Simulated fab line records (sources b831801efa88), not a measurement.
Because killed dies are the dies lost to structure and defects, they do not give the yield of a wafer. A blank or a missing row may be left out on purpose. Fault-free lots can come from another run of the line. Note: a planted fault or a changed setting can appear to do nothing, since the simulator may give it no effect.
The tool behind it: which one?    flow gf180mcu    72 wafers from 24 lots sampled at 3 of the route's 602 steps

## WHAT THE GAUGES SHOWED, per wafer
GF_M1_RS_MEAS_05: a four-point-probe measurement. Usual: for M1_ALCU_RS the level is 0.0694 ohm/sq and the standard deviation is 0.00087.
lot   measured      on             M1_ALCU_RS (ohm/sq)   flag
L074  day 16 07:17  film-metro-04  0.0691 0.0682 0.0689  
L075  day 16 13:19  film-metro-03  0.0704 0.0704 0.0702  
L076  day 17 00:19  film-metro-03  0.0689 0.0693 0.0695  
L077  day 17 12:38  film-metro-04  0.0695 0.0694 0.0690  
L078  day 17 17:17  film-metro-04  0.0701 0.0694 0.0704  
L079  day 18 07:07  film-metro-04  0.0684 0.0689 0.0677  
L080  day 18 17:09  film-metro-04  0.0702 0.0696 0.0699  
L081  day 18 23:50  film-metro-02  0.0700 0.0697 0.0695  
L082  day 19 05:16  film-metro-02  0.0708 0.0702 0.0703  
L083  day 19 16:55  film-metro-04  0.0677 0.0678 0.0687  
L084  day 20 02:49  film-metro-02  0.0687 0.0684 0.0691  
L085  day 20 08:41  film-metro-03  0.0693 0.0690 0.0687  
L086  day 20 10:33  film-metro-03  0.0687 0.0690 0.0684  
L087  day 21 02:13  film-metro-04  0.0707 0.0703 0.0702  
L088  day 21 08:44  film-metro-03  0.0692 0.0698 0.0694  
L089  day 21 19:16  film-metro-02  0.0689 0.0688 0.0691  
L090  day 21 23:49  film-metro-03  0.0708 0.0707 0.0699  
L091  day 22 08:17  film-metro-02  0.0714 0.0710 0.0708  
L092  day 22 18:12  film-metro-04  0.0691 0.0692 0.0695  
L093  day 23 02:34  film-metro-02  0.0700 0.0695 0.0694  
L094  day 23 07:14  film-metro-03  0.0704 0.0705 0.0708  
L095  day 23 15:01  film-metro-04  0.0684 0.0686 0.0684  
L096  day 24 04:21  film-metro-02  0.0684 0.0693 0.0686  
L097  day 24 04:44  film-metro-02  0.0691 0.0690 0.0693  

GF_V1_OVL_MEAS_15. Usual: for V1_OVL the level is 2 nm and the standard deviation is 6.4.
lot   measured      on          V1_OVL (nm)  flag
L074  day 18 06:24  overlay-01  -9 -11 -17   
L075  day 18 13:42  overlay-02  3 1 4        
L076  day 19 00:51  overlay-02  6 6 4        
L077  day 19 13:24  overlay-02  -2 -5 -4     
L078  day 19 18:37  overlay-01  4 7 4        
L079  day 20 09:28  overlay-01  5 5 6        
L080  day 20 18:55  overlay-02  2 -5 2       
L081  day 21 02:12  overlay-02  7 1 7        
L082  day 21 07:09  overlay-02  7 1 7        
L083  day 21 18:29  overlay-01  18 4 14      
L084  day 22 03:53  overlay-01  -1 3 -3      
L085  day 22 10:18  overlay-01  4 6 0        
L086  day 22 11:01  overlay-01  -5 -5 0      
L087  day 23 03:20  overlay-01  16 13 14     
L088  day 23 08:39  overlay-01  -2 4 -3      
L089  day 23 19:10  overlay-02  3 -1 -1      
L090  day 23 22:46  overlay-02  8 5 0        
L091  day 24 07:43  overlay-01  14 2 12      
L092  day 24 16:18  overlay-02  7 13 17      
L093  day 25 00:31  overlay-02  2 -2 6       
L094  day 25 05:52  overlay-02  2 -1 1       
L095  day 25 12:18  overlay-02  0 -1 -5      
L096  day 26 00:20  overlay-01  5 10 1       
L097  day 26 00:55  overlay-01  3 6 -5       

GF_V2_THK_MEAS_01. Usual: for V2_CVD_00_THK the level is 601 nm and the standard deviation is 6.2.
lot   measured      on             V2_CVD_00_THK (nm)  flag
L074  day 19 08:32  film-metro-01  599 607 594         
L075  day 19 16:28  film-metro-01  600 587 591         
L076  day 20 03:52  film-metro-03  592 594 583         
L077  day 20 16:17  film-metro-04  599 596 598         
L078  day 20 21:52  film-metro-04  602 605 602         
L079  day 21 11:59  film-metro-01  610 616 604         
L080  day 21 20:56  film-metro-01  598 595 596         
L081  day 22 03:41  film-metro-04  611 613 609         
L082  day 22 09:42  film-metro-01  607 604 603         
L083  day 22 20:46  film-metro-01  594 594 604         
L084  day 23 05:49  film-metro-04  598 594 593         
L085  day 23 11:46  film-metro-03  601 603 600         
L086  day 23 12:19  film-metro-04  611 605 601         
L087  day 24 04:24  film-metro-04  601 606 599         
L088  day 24 09:38  film-metro-04  606 604 602         
L089  day 24 18:58  film-metro-01  608 606 600         
L090  day 24 23:47  film-metro-03  607 596 605         
L091  day 25 08:00  film-metro-03  612 611 603         
L092  day 25 16:19  film-metro-03  601 592 598         
L093  day 26 00:16  film-metro-01  594 599 597         
L094  day 26 05:25  film-metro-03  598 606 599         
L095  day 26 11:50  film-metro-01  594 596 600         
L096  day 26 22:56  film-metro-03  591 598 600         
L097  day 27 00:07  film-metro-03  605 602 605         

## EACH LOT AND THE TOOL THAT RAN IT (in order: tool; ch and the chambers of the sampled wafers; start)
The record holds no process step before these readings.

## AS READ BY THE TOOLS THEMSELVES (means over the sampled wafers that have a number; for cases with no such wafer, the mark the record gives instead)
The record holds no such reading with a usual standard deviation.

## THE ANSWER, worked out from the rows above alone
Rule: a lot is off if the mean of its wafers that have a number lies more than 3 standard deviations from the usual mean. Also off: a lot with no number at a reading for which 4 or more lots have one. Any other lot the step has rows for is counted as sound. The gauges are gone through in route order, then the tools' own readings, and for those a lot's mean is taken as printed above. The first step at which some lot is off is used, and at that step the reading that is off furthest; a lot without a number counts as furthest.
Across all readings shown, no lot is off: no conclusion can be drawn from this.

## WHAT WAS PUT IN BY THE SIMULATOR
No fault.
